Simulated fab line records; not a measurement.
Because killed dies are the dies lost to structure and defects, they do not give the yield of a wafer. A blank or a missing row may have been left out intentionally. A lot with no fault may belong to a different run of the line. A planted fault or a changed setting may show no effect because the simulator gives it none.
Comparing a struck lot with a sound one | flow gf180mcu | 14 steps out of a route of 602
Sound: the wafers L528.3, L528.4, L528.6. The struck wafers were L522.4, L522.5, L522.6. The cause is given at the end.
Each step with rows lists, per side, the tool, then ch with its chambers, then its first start. Under that, the readings that differ: sound wafers | struck wafers | difference of the means | sigmas: that difference in standard deviations of wafers without a fault.
alike: readings whose means differ by less than 2 such deviations, and words and numbers that are the same on both sides. not compared: withheld readings, readings that some wafer has no value for, bounds like >300 that may hide the same value, and numbers for which the record gives no deviation and whose values overlap.
Wherever a step has rows on one side only, a row that says differs or no value, or a row with sigmas, the two part there. Non-overlapping numbers with no deviation appear without sigmas and do not part them. A reading missing from all wafers of one side parts the sides only when that side holds two or more wafers.

first, 2 steps without rows for these wafers: GF_VT_IMPLANT_PEB_16; GF_VT_IMPLANT_DEVELOP_17 (develop time 60 s).
GF_VT_IMPLANT_OVL_MEAS_18:
  sound on overlay-02, day 11 06:07; struck on overlay-01, day 9 16:07
  alike: VT_IMPLANT_01_OVL
then, 1 step without rows for these wafers: GF_VT_IMPLANT_IMPLANT_19.
GF_VT_IMPLANT_STRIP_20: strips in O2/N2.
  sound on plasma-asher-03 ch 0,1, day 11 06:19; struck on plasma-asher-03 ch 0,1, day 9 16:19
  alike: drypump-motor-current-A, heater-power-w, oes-product-au, strip-time-to-endpoint-s
  not compared: rf-hours-counter-h
GF_VT_IMPLANT_TW_MEAS_21:
  sound on film-metro-03, day 11 06:25; struck on film-metro-01, day 9 16:25
  alike: VT_IMPLANT_2_TW
then, 6 steps without rows for these wafers: GF_VT_IMPLANT_DEHYDRATE_22 (time 60 s); GF_VT_IMPLANT_HMDS_23 (prime time 60 s); GF_VT_IMPLANT_COAT_24 (resist thk 1000 nm); GF_VT_IMPLANT_SOFTBAKE_25 (time 60 s); GF_VT_IMPLANT_EXPOSE_26 (exposes mask LVPWELL HV AREA, target cd 860 nm); GF_VT_IMPLANT_PEB_27.
GF_VT_IMPLANT_DEVELOP_28: develop time 60 s.
  sound on litho-track-03 ch 0, day 12 00:46; struck on litho-track-01, day 10 09:59
  no value came back on the struck wafers for chill-plate-temp-C (C), develop-time-s (s); on the sound wafers chill-plate-temp-C (C) reads 23.11 23.12 23.09
GF_VT_IMPLANT_OVL_MEAS_29:
  sound on overlay-02, day 12 00:52; struck on overlay-02, day 10 10:04
  reading                | sound        | struck | difference                    | sigmas
  VT_IMPLANT_02_OVL (nm) | 0.5 -2.2 0.9 | - - -  | no value on the struck wafers |

== WHERE THEY PART ==
Earliest at GF_VT_IMPLANT_DEVELOP_28; latest, in this record, at GF_VT_IMPLANT_OVL_MEAS_29.

WHY: what the simulator had put in
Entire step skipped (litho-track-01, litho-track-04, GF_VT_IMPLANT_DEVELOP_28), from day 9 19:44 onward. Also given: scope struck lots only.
